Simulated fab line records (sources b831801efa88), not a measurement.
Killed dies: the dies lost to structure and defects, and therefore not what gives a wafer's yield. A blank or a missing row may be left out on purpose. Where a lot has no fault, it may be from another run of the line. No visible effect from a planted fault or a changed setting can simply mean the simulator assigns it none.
fab line records	flow sky130
record: lots: 13	wafers: 39	last-day: 50
route steps=708 shown VT_ADJUST_HVTR@133 VT_ADJUST_PCH@150 CONTACT@421 METAL1@439
lots with no fault: from the same line, run without faults
start-h: start of the lot's first displayed wafer, in hours after the record's first day	wait-h: time in hours since the lot's previous step	" identical to the entry in the row above	L1.1+2: one row covering several wafers at once	- either no value or no given start	* or withheld: withheld	< > ~ a bound
route shown NAME@n: a module of which the file shows steps, and the number in the route of the first	usual: average and standard deviation across the fault-free wafers	same: alike in all rows	chamber/n: place in a boat	sites: the reading at each site	_std_site: standard deviation across them	_edge_site: the outer-site mean with the inner-site mean subtracted	radius-mm: how far each site lies from the wafer's centre	mask NAME#n: copy n	behind: the most recent tool/chamber to have shaped the wafer	hold: reason for holding the lot/hours on hold/outcome of the hold	device: which transistor (n, p or np) failed to switch	end of line: the tests these same wafers got at the end of their route	for a step that has no rows: nothing shown but its recipe	killed: not the wafer's yield, but the dies lost to structure and defects at the first sort	map: shows each die of a wafer: x if killed, . if not, _ if none is there
set.NAME: the setting that was run; set.NAME@STEP: the one run at that earlier step	model.NAME: the simulator's own value behind a step, which no gauge read
a sample of lots followed through the steps of the route, with each step as a table and each wafer as a row
services: when a tool's chamber went out of use (start-h, in hours from the record's first day, below 0 if earlier), for how many hours, and the reason
== steps ==
step: SKY_VT_ADJUST_HVTR_COAT_02
recipe: resist: NOVOLAK	spin-rpm: 3000	resist-thk-nm: 1140
usual: spin-speed-rpm: 3000.3/1.8
lot.wafer	tool	chamber	start-h	wait-h	spin-speed-rpm
L194.1	litho-track-02	0	191.61	0.1	2999.5
L194.4	"	0	"	"	2996.5
L194.5	"	0	"	"	2998.3
L195.3	litho-track-02	0	194.56	0.1	2999.7
L195.4	"	0	"	"	3000.8
L195.6	"	0	"	"	3001.4
L197.2	litho-track-04	0	209.36	0.1	3000.7
L197.3	"	0	"	"	3003.5
L197.4	"	0	"	"	3003.5
L198.2	litho-track-04	0	215.76	0.1	2999.3
L198.3	"	0	"	"	3002.9
L198.5	"	0	"	"	2996.8
L199.2	litho-track-03	0	231.95	0.1	3000.6
L199.3	"	0	"	"	3001.0
L199.5	"	0	"	"	3001.8
L200.2	litho-track-02	0	241.83	0.1	3001.7
L200.3	"	0	"	"	3000.1
L200.6	"	0	"	"	3001.8
L202.2	litho-track-02	0	252.03	0.1	2996.6
L202.3	"	0	"	"	3001.9
L202.5	"	0	"	"	3001.7
L204.1	litho-track-02	0	272.91	0.1	2999.8
L204.3	"	0	"	"	2997.1
L204.5	"	0	"	"	2999.8
L208.1	litho-track-02	0	295.56	0.1	2873.3
L208.2	"	0	"	"	2875.9
L208.3	"	0	"	"	2874.2
L209.1	litho-track-02	0	303.41	0.1	2874.4
L209.3	"	0	"	"	2870.1
L209.6	"	0	"	"	2876.3
L213.1	litho-track-03	0	334.87	0.1	2999.3
L213.2	"	0	"	"	2998.9
L213.5	"	0	"	"	2999.0
L216.2	litho-track-03	0	349.39	0.1	3002.6
L216.3	"	0	"	"	3000.9
L216.6	"	0	"	"	3000.3
L217.2	litho-track-03	0	358.99	0.1	3000.7
L217.3	"	0	"	"	3000.9
L217.5	"	0	"	"	2999.8
step: SKY_VT_ADJUST_HVTR_STRIP_10
recipe: chemistry: O2/N2	power-w: 1400	pressure-mtorr: 1500	platen-temp-c: withheld	o2-flow-sccm: 3000	n2-flow-sccm: 300	overash-fraction: 0.5
usual: drypump-motor-current-A: 6.0/0.35	oes-product-au: 0.716/0.0044	strip-time-to-endpoint-s: 14.19/0.045
lot.wafer	tool	chamber	start-h	wait-h	drypump-motor-current-A	oes-product-au	rf-hours-counter-h	strip-time-to-endpoint-s
L194.1	plasma-asher-04	1	201.64	0.1	6.0	0.719	9	14.17
L194.4	"	1	"	"	6.0	0.727	-	14.19
L194.5	"	1	"	"	6.0	0.720	-	14.19
L195.3	plasma-asher-04	0	205.25	0.1	5.6	0.713	-	14.23
L195.4	"	1	"	"	6.0	0.725	-	14.18
L195.6	"	0	"	"	5.6	0.714	-	14.15
L197.2	plasma-asher-03	1	220.99	0.1	6.4	0.708	49	14.12
L197.3	"	0	"	"	5.9	0.713	-	14.11
L197.4	"	1	"	"	6.4	0.721	-	14.12
L198.2	plasma-asher-03	0	226.83	0.1	6.0	0.721	50	14.26
L198.3	"	1	"	"	6.4	0.716	-	14.22
L198.5	"	0	"	"	5.9	0.712	-	14.20
L199.2	plasma-asher-04	1	244.38	0.1	6.0	0.712	13	14.23
L199.3	"	0	"	"	5.6	0.718	-	14.18
L199.5	"	1	"	"	6.0	0.721	-	14.20
L200.2	plasma-asher-01	0	253.08	0.1	5.4	0.713	42	14.20
L200.3	"	0	"	"	5.4	0.719	-	14.22
L200.6	"	0	"	"	5.4	0.713	-	14.20
L202.2	plasma-asher-03	1	264.68	0.1	6.4	0.706	53	14.21
L202.3	"	1	"	"	6.4	0.718	-	14.20
L202.5	"	0	"	"	6.0	0.714	-	14.19
L204.1	plasma-asher-01	1	286.09	0.1	6.6	0.713	45	14.26
L204.3	"	1	"	"	6.6	0.713	-	14.20
L204.5	"	1	"	"	6.6	0.720	-	14.28
L208.1	plasma-asher-03	0	308.09	0.1	5.9	0.722	57	14.52
L208.2	"	1	"	"	6.4	0.719	57	14.52
L208.3	"	1	"	"	6.4	0.716	-	14.49
L209.1	plasma-asher-04	0	316.99	0.1	5.6	0.716	21	14.33
L209.3	"	0	"	"	5.6	0.718	-	14.36
L209.6	"	0	"	"	5.6	0.721	-	14.39
L213.1	plasma-asher-04	0	349.49	0.1	5.6	0.707	24	14.21
L213.2	"	1	"	"	6.0	0.713	24	14.17
L213.5	"	0	"	"	5.6	0.709	-	14.19
L216.2	plasma-asher-03	0	363.24	0.1	5.9	0.715	62	14.16
L216.3	"	0	"	"	5.9	0.719	-	14.11
L216.6	"	1	"	"	6.4	0.710	-	14.14
L217.2	plasma-asher-03	1	373.34	0.1	6.4	0.715	63	14.16
L217.3	"	1	"	"	6.4	0.721	-	14.19
L217.5	"	0	"	"	5.9	0.719	-	14.16
step: SKY_VT_ADJUST_PCH_OVL_MEAS_07
usual: VT_ADJUST_PCH_OVL: 0.8/1.5
lot.wafer	tool	chamber	start-h	wait-h	VT_ADJUST_PCH_OVL[nm]
L194.1	overlay-02	-	223.16	-	-0.6
L194.4	"	-	"	"	-0.4
L194.5	"	-	"	"	-3.2
L195.3	overlay-01	-	227.22	-	0.7
L195.4	"	-	"	"	-2.5
L195.6	"	-	"	"	0.5
L197.2	overlay-01	-	244.43	-	-0.9
L197.3	"	-	"	"	0.5
L197.4	"	-	"	"	1.4
L198.2	overlay-01	-	249.48	-	-2.5
L198.3	"	-	"	"	-0.8
L198.5	"	-	"	"	-2.1
L199.2	overlay-02	-	267.57	-	0.7
L199.3	"	-	"	"	1.7
L199.5	"	-	"	"	1.3
L200.2	overlay-01	-	277.29	-	1.6
L200.3	"	-	"	"	0.5
L200.6	"	-	"	"	0.0
L202.2	overlay-01	-	289.13	-	-0.4
L202.3	"	-	"	"	1.2
L202.5	"	-	"	"	-0.6
L204.1	overlay-02	-	311.47	-	2.3
L204.3	"	-	"	"	0.9
L204.5	"	-	"	"	2.9
L208.1	overlay-02	-	334.57	-	1.1
L208.2	"	-	"	"	1.3
L208.3	"	-	"	"	0.8
L209.1	overlay-02	-	343.91	-	0.8
L209.3	"	-	"	"	1.1
L209.6	"	-	"	"	1.6
L213.1	overlay-01	-	377.36	-	-0.4
L213.2	"	-	"	"	-1.3
L213.5	"	-	"	"	-0.8
L216.2	overlay-02	-	392.29	-	2.8
L216.3	"	-	"	"	3.6
L216.6	"	-	"	"	3.2
L217.2	overlay-02	-	402.22	-	-1.2
L217.3	"	-	"	"	-0.4
L217.5	"	-	"	"	0.8
step: SKY_CONTACT_OVL_MEAS_15
usual: CONTACT_OVL: -3/4.8
lot.wafer	tool	chamber	start-h	wait-h	CONTACT_OVL[nm]
L194.1	overlay-02	-	731.99	0.1	-2
L194.4	"	-	"	"	11
L194.5	"	-	"	"	5
L195.3	overlay-01	-	733.90	0.1	-2
L195.4	"	-	"	"	-7
L195.6	"	-	"	"	-6
L197.2	overlay-02	-	756.24	0.1	2
L197.3	"	-	"	"	-4
L197.4	"	-	"	"	-5
L198.2	overlay-02	-	757.19	0.1	-6
L198.3	"	-	"	"	2
L198.5	"	-	"	"	1
L199.2	overlay-02	-	782.90	0.1	2
L199.3	"	-	"	"	-1
L199.5	"	-	"	"	0
L200.2	overlay-02	-	788.85	0.1	-1
L200.3	"	-	"	"	-6
L200.6	"	-	"	"	0
L202.2	overlay-01	-	801.80	0.1	-13
L202.3	"	-	"	"	-3
L202.5	"	-	"	"	-8
L204.1	overlay-02	-	824.03	0.1	-4
L204.3	"	-	"	"	-3
L204.5	"	-	"	"	-10
L208.1	overlay-01	-	846.33	0.1	-7
L208.2	"	-	"	"	-3
L208.3	"	-	"	"	-8
L209.1	overlay-02	-	854.38	0.1	-6
L209.3	"	-	"	"	-2
L209.6	"	-	"	"	-7
L213.1	overlay-01	-	887.43	0.1	1
L213.2	"	-	"	"	6
L213.5	"	-	"	"	0
L216.2	overlay-01	-	898.24	0.1	-10
L216.3	"	-	"	"	4
L216.6	"	-	"	"	-5
L217.2	overlay-02	-	911.04	0.1	-7
L217.3	"	-	"	"	-2
L217.5	"	-	"	"	-8
step: SKY_METAL1_RS_MEAS_05
recipe: thk-meas-gauge: four-point-probe	reads: TiN_of_METAL1_SPUTTER_04+Ti_of_METAL1_SPUTTER_03+AlCu_of_METAL1_SPUTTER_02+TiN_of_METAL1_SPUTTER_01+Ti_of_METAL1_SPUTTER_00
usual: METAL1_ALCU_RS: 0.1270/0.0012
lot.wafer	tool	chamber	start-h	wait-h	METAL1_ALCU_RS[ohm/sq]
L194.1	film-metro-04	-	733.54	0.0	0.1262
L194.4	"	-	"	"	0.1267
L194.5	"	-	"	"	0.1272
L195.3	film-metro-03	-	735.48	0.1	0.1274
L195.4	"	-	"	"	0.1284
L195.6	"	-	"	"	0.1275
L197.2	film-metro-03	-	757.81	0.0	0.1285
L197.3	"	-	"	"	0.1284
L197.4	"	-	"	"	0.1286
L198.2	film-metro-04	-	758.80	0.0	0.1285
L198.3	"	-	"	"	0.1275
L198.5	"	-	"	"	0.1269
L199.2	film-metro-04	-	784.46	0.0	0.1269
L199.3	"	-	"	"	0.1269
L199.5	"	-	"	"	0.1273
L200.2	film-metro-04	-	790.42	0.1	0.1284
L200.3	"	-	"	"	0.1284
L200.6	"	-	"	"	0.1281
L202.2	film-metro-02	-	803.36	0.0	0.1298
L202.3	"	-	"	"	0.1279
L202.5	"	-	"	"	0.1283
L204.1	film-metro-04	-	825.58	0.0	0.1273
L204.3	"	-	"	"	0.1255
L204.5	"	-	"	"	0.1279
L208.1	film-metro-02	-	847.97	0.0	0.1258
L208.2	"	-	"	"	0.1276
L208.3	"	-	"	"	0.1250
L209.1	film-metro-03	-	856.37	0.0	0.1292
L209.3	"	-	"	"	0.1287
L209.6	"	-	"	"	0.1293
L213.1	film-metro-04	-	888.99	0.0	0.1252
L213.2	"	-	"	"	0.1264
L213.5	"	-	"	"	0.1260
L216.2	film-metro-04	-	899.86	0.0	0.1268
L216.3	"	-	"	"	0.1262
L216.6	"	-	"	"	0.1262
L217.2	film-metro-02	-	912.61	0.0	0.1263
L217.3	"	-	"	"	0.1269
L217.5	"	-	"	"	0.1285
== services ==
tool	chamber	start-h	hours	kind
plasma-asher-04	-	231.31	0.7	repair
plasma-asher-03	-	264.96	1.8	repair
plasma-asher-03	-	283.11	3.4	repair
plasma-asher-04	-	305.14	1.0	repair
plasma-asher-03	-	324.09	1.9	repair
plasma-asher-01	-	361.38	2.8	pm
== key ==
first-sign: step: SKY_VT_ADJUST_HVTR_COAT_02	reading: spin-speed-rpm	direction: down	sigmas: 69	usual: 3000.3	struck: 2874.0
effect: step: SKY_VT_ADJUST_HVTR_STRIP_10	reading: strip-time-to-endpoint-s	direction: up	sigmas: 5.5	usual: *	struck: *
met-at SKY_VT_ADJUST_HVTR_COAT_02
struck-lots L208,L209
tester-left-out L208,L209
not-acting-at SKY_VT_ADJUST_PCH_OVL_MEAS_07,SKY_CONTACT_OVL_MEAS_15,SKY_METAL1_RS_MEAS_05
onset-between 272.91 295.56
fault: kind: process-parameter-drift	tool: litho-track-02	chamber: -	onset-h: 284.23	steps: SKY_VT_ADJUST_HVTR_COAT_02	channel: spin-rpm	offset: -127.2	shape: step	end-h: 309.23	acts-in: these-recipes-only	stated: 3000
tester-left-out: of these lots the tester's yield and bins aren't shown, on N5 and GAA mostly nor the transistor test; their killed dies are dies lost to structure and defects alone, not to doping, threshold or leakage, so they don't give the yield
